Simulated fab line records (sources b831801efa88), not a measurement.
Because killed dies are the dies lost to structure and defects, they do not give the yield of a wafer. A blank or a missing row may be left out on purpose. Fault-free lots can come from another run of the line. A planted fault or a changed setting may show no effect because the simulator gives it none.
Matching of chambers + flow sfq line + 3 sister chambers for SFQ_TRILAYER_I2_DEP_PECVD_063 on pecvd-02
The step deposits SiO2 from SiH4/N2O, time 111.11 s, target thk 500 nm. 6 wafers are shown with their chamber, then 7 later ones without.

== EACH WAFER AND ITS CHAMBER ==
| wafer  | chamber | throttle valve pct (%) | heater power w (W) |
|--------|---------|------------------------|--------------------|
| L141.2 | 1       | 25.0                   | 56                 |
| L150.2 | 0       | 28.4                   | 81                 |
| L150.4 | 0       | 28.5                   | 81                 |
| L150.6 | 2       | 24.0                   | 69                 |
| L152.3 | 2       | 24.1                   | 70                 |
| L152.5 | 1       | 25.1                   | 62                 |

== WAFERS MISSING THEIR CHAMBER ==
| wafer  | throttle valve pct (%) | heater power w (W) |
|--------|------------------------|--------------------|
| L152.6 | 28.4                   | 84                 |
| L157.2 | 23.5                   | 62                 |
| L157.4 | 23.3                   | 66                 |
| L157.6 | 22.7                   | 52                 |
| L158.1 | 22.6                   | 64                 |
| L158.3 | 23.0                   | 90                 |
| L158.5 | 22.5                   | 51                 |

== EACH ONE'S CHAMBER ==
| wafer  | from the rows above | in truth                   |
|--------|---------------------|----------------------------|
| L152.6 | 0                   | 0                          |
| L157.2 | 2                   | 2                          |
| L157.4 | 2                   | 2                          |
| L157.6 | 2                   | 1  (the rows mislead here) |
| L158.1 | 2                   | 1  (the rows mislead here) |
| L158.3 | 2                   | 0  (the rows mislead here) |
| L158.5 | 2                   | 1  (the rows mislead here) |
Correct placement for 3 of the 7. Not placeable from these rows: 0. Wrongly placed: 4.
How it was worked out, from the rows above alone: a wafer's distance from a chamber is the root of the sum, over the readings, of the square of ((its reading less the chamber's mean) divided by the reading's scatter). The wafer belongs to the nearest chamber; if the next one is less than 2 further off, it can't be placed. The mean given for a chamber averages the wafers shown for that chamber. The scatter: take each reading less its chamber's mean, square it, sum over the shown wafers, divide by the number of wafers less the number of chambers, and take the root.
